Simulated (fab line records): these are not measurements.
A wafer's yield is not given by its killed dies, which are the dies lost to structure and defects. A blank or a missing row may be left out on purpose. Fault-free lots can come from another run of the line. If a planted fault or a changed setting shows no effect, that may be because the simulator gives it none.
A lot that was struck, set against a sound lot ; flow sky130 ; 20 steps out of a route of 708
Sound: wafers L797.1, L797.2, L797.3. Wafers struck: L801.1, L801.2, L801.5. At the end, the cause is stated.
For every step that has rows: the tool of each side, followed by ch and its chambers, followed by its first start. Under that, the readings that differ: sound wafers ; struck wafers ; difference of the means ; sigmas: that difference in standard deviations of wafers without a fault.
alike: readings whose means differ by less than 2 such deviations, and words and numbers that are the same on both sides. not compared: withheld readings, readings that some wafer has no value for, bounds like >300 that may hide the same value, and numbers for which the record gives no deviation and whose values overlap.
Wherever a step has rows on one side only, a row that says differs or no value, or a row with sigmas, the two part there. When numbers do not overlap yet have no deviation, they are printed without sigmas and do not part them. A reading missing from all wafers of one side parts the sides only when that side holds two or more wafers.

first, 1 step without rows for these wafers: SKY_FIELD_ISO_DEVELOP_12 (develop time 60 s).
SKY_FIELD_ISO_CD_MEAS_13: target cd 150 nm.
  struck on cd-sem-02, day 4 08:46; sound on cd-sem-01, day 3 13:41
  alike: cd-nm
SKY_FIELD_ISO_ETCH_14: etches BARC in N2/H2, stops on SiO2, time 45.9 s, target depth 60 nm.
  sound on rie-diel-01 ch 1,2,3, day 3 13:48; struck on rie-diel-01 ch 0,1,2, day 4 08:53
  alike: drypump-motor-current-A, oes-product-au, throttle-valve-pct
  not compared: rf-hours-counter-h
SKY_FIELD_ISO_ETCH_15: etches the open film in CHF3/O2, stops on Si, target depth 180 nm, time 72 s.
  sound on rie-diel-01 ch 1,2,3, day 3 13:51; struck on rie-diel-01 ch 0,1,2, day 4 08:55
  alike: drypump-motor-current-A, oes-product-au, throttle-valve-pct
  not compared: rf-hours-counter-h
SKY_FIELD_ISO_STRIP_16: strips in O2/N2.
  sound on plasma-asher-04 ch 0,1, day 3 13:54; struck on plasma-asher-01 ch 0,1, day 4 08:59
  alike: drypump-motor-current-A, oes-product-au, strip-time-to-endpoint-s
  not compared: rf-hours-counter-h
SKY_FIELD_ISO_ETCH_17: etches Si in HBr/Cl2/O2, target depth 342 nm, time 97.7 s.
  sound on rie-si-02 ch 0,1,2, day 3 14:00; struck on rie-si-02 ch 1,2,3, day 4 09:05
  alike: drypump-motor-current-A, oes-product-au, throttle-valve-pct
  not compared: rf-hours-counter-h
then, 5 steps without rows for these wafers: SKY_FIELD_ISO_WET_ETCH_18 (etches Si3N4 in H3PO4, target depth 25 nm, time 286 s); SKY_FIELD_ISO_CLEAN_19 (cleans in SC1/SC2, time 150 s); SKY_FIELD_ISO_CLEAN_20 (cleans in dHF, time 20 s); SKY_FIELD_ISO_WET_ETCH_21 (etches SiO2 in dHF, target depth 20 nm, time 400 s); SKY_FIELD_ISO_OXIDATION_22 (stabilise 600 s, purge 300 s, target thk 10 nm).
SKY_FIELD_ISO_THK_MEAS_23:
  struck on film-metro-04, day 4 10:37; sound on film-metro-02, day 3 16:18
reading;sound;struck;difference;sigmas
FIELD_ISO_OXIDATION_01_THK (nm);10.06 10.07 9.96;9.59 9.57 9.59;-0.45;-2
SKY_FIELD_ISO_CVD_24: deposits SiO2, target thk 595 nm, time 99.2 s.
  sound on hdpcvd-01 ch 0,1,2, day 3 16:22; struck on hdpcvd-02 ch 0,1, day 4 10:40
reading;sound;struck;difference;sigmas
model.SiO2_of_FIELD_ISO_CVD_24.thk-nm (nm);588.5 595.5 592.7;371.4 382.5 381.9;-213.6;
SKY_FIELD_ISO_THK_MEAS_25:
  struck on film-metro-01, day 4 10:45; sound on film-metro-04, day 3 16:26
reading;sound;struck;difference;sigmas
FIELD_ISO_CVD_24_THK (nm);588 595 593;371 382 382;-214;-37
then, 1 step without rows for these wafers: SKY_FIELD_ISO_ANNEAL_26 (time 1800 s).
SKY_FIELD_ISO_CMP_27: polishes, stops on Si3N4, t overpolish 16 s, target thk 457.8 nm.
  sound on cmp-01 ch 0,2,3, day 3 19:31; struck on cmp-02 ch 0,2, day 4 12:19
reading;sound;struck;difference;sigmas
time-to-endpoint-s (s);109 108 109;69 73 72;-37;-12
  alike: motor-current-A, platen-rpm
then, 2 steps without rows for these wafers: SKY_FIELD_ISO_WET_ETCH_28 (etches SiO2 in dHF, target depth 23.7 nm, time 47 s); SKY_FIELD_ISO_WET_ETCH_29 (etches Si3N4 in H3PO4, target depth 160 nm, time 1825 s).
SKY_FIELD_ISO_WET_ETCH_30: etches SiO2 in dHF, target depth 25 nm, time 50 s.
  sound on wet-bench-04 ch 3, day 3 20:24; struck on wet-bench-01 ch 0, day 4 13:08
reading;sound;struck;difference;sigmas
model.SiO2_of_FIELD_ISO_CVD_24.thk-nm (nm);404.8 404.5 404.6;318.8 329.8 329.2;-78.7;
-- a jump in the record: the struck wafers' starts before and after are 44 days apart (it breaks off in module FIELD_ISO and resumes in module PAD_OPEN, where the first step shown is number 708 of the route) --
SKY_PAD_OPEN_PROBE_99:
  struck on prober-01, day 48 09:24; sound on prober-01, day 47 16:35
reading;sound;struck;difference;sigmas
killed-at-front-end;16 19 16;428 437 419;+411;+84
killed-dies;85 82 75;492 492 492;+411;+42
killed-on-rim;22 20 7;96 96 96;+80;+20
  alike: killed_at_M0_to_M3, killed_at_M4_up, killed-at-contacts, killed-at-other, killed-open, killed-short

## WHERE THEY PART
Earliest at SKY_FIELD_ISO_THK_MEAS_23; latest, in this record, at SKY_PAD_OPEN_PROBE_99.

WHY: the cause the simulator had injected
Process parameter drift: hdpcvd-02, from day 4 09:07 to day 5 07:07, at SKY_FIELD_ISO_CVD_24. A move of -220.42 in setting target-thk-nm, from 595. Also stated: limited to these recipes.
